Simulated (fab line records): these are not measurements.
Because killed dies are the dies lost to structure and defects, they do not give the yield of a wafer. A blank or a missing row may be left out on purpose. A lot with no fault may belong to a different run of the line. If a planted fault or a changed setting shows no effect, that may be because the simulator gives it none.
Problem report in the 8D (eight disciplines) form, filled by code    flow gf180mcu    the parts of the form that need people (team, actions taken, sign-off) are left out

== 1. THE PROBLEM ==
MIM_ALCU_RS at GF_MIM_RS_MEAS_10 reads a mean of 0.2393 ohm/sq on 2 wafers of 1 lot; wafers without a fault read 0.1598 ohm/sq with a standard deviation of 0.0018. Measured from the usual mean, that is +44 standard deviations.
The step: measures by four-point-probe.
First seen on wafer L640.4, day 29 01:04, on film_metro-02. The record has a number at this step for 30 wafers belonging to 10 lots. The rule behind "out" and "out of limits": a value lying over 4 standard deviations away from the usual mean. The rest of the wafers with a number are treated as sound.

== 2. WHAT THIS IS AND IS NOT ==
question                     is                 is not
which readings at this step  MIM_ALCU_RS        -
which lots                   L640               L628, L631, L633, L634, L635, L636, L643, L646, L651
which wafers of those lots   L640.4, L640.5     L640.2
read on which gauges         film_metro-02      film_metro-03, film_metro-04
when                         from day 29 01:04  up to then (19 sound wafers); but 9 sound wafers of L643, L646, L651 came after

== 3. SUSPECTS, AND WHAT RULES EACH OUT ==
Counting: a tool at a process step up to the reading stays a suspect if it ran every lot that is out. Sound lots after the first of them don't rule it out here, since some wafers of a struck lot are sound.
- the gauge at GF_MIM_RS_MEAS_10 is ruled out. All the wafers that are out were read on film_metro-02, but those of them that GF_MIM_METAL_ETCH_19 has rows for are out there too, on other tools.
- plasma_asher-01 at GF_M4_STRIP_17 (strips in O2/N2): kept. It processed L640, the lot that is out, at day 28 02:51, and its most recent sound lot before then was L633 at day 25 18:25.
- pvd_sputter-04 at GF_MIM_SPUTTER_08 (material AlCu, target thk 200 nm, time 10.6 s): kept. It processed L640, the lot that is out, at day 29 00:59, and its most recent sound lot before then was L634 at day 26 23:38.
- At GF_M4_STRIP_17 on plasma_asher-01, chamber 1 took the sound wafers of the same lots and chamber 0 took the wafers that are out.
Remaining after the count are plasma_asher-01 at GF_M4_STRIP_17 and pvd_sputter-04 at GF_MIM_SPUTTER_08.

== 4. THE CAUSE (what the simulator had put in) ==
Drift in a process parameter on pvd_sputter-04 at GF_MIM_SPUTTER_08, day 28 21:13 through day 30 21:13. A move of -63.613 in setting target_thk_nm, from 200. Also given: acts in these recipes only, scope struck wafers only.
This tool is one of the 2 suspects left after counting.

== 5. SEQUENCE OF EFFECTS, ordered by route ==
Rows list readings where the struck wafers' mean (over those with a number) sits beyond 3 standard deviations from the usual. Only readings for which the record gives a usual standard deviation are gone through. hours: the time from each lot's start at the first step in this table that gives one to its start at this step, as a median over the lots. sigmas: the change in usual standard deviations.
hours  step                  reading             usual          on struck wafers  change   sigmas
0      GF_MIM_RS_MEAS_10     MIM_ALCU_RS         0.1598 ohm/sq  0.2393            +0.0795  +44
0      GF_MIM_THK_MEAS_11    MIM_ALCU_THK        201.0 nm       136.5             -64.5    -28
19     GF_MIM_METAL_ETCH_19  oes_product_au      0.941 a.u.     0.822             -0.119   -20
19     GF_MIM_METAL_ETCH_19  throttle_valve_pct  28.282 %       28.419            +0.137   +14
Process steps it contains:
- GF_MIM_METAL_ETCH_19: etches the open film in Cl2/BCl3, stops on Si3N4, target depth 324.5 nm, time 54.1 s.

== 6. WHAT WOULD HAVE CAUGHT IT SOONER ==
Counted from the fault's start at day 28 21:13, it took 4 hours until the first out-of-limits reading at a measuring or inspecting step in this record, taken at day 29 01:04.
Of the tool readings at GF_MIM_SPUTTER_08 for which the record gives a usual standard deviation, none was out on any struck wafer, so an alarm limit of 4 standard deviations on them would not have fired.
Each of the lots that are out, 1 in all, had begun GF_MIM_SPUTTER_08 on pvd_sputter-04 no later than day 29 01:04. Had the tool been put on hold then, not one of them would have been saved.
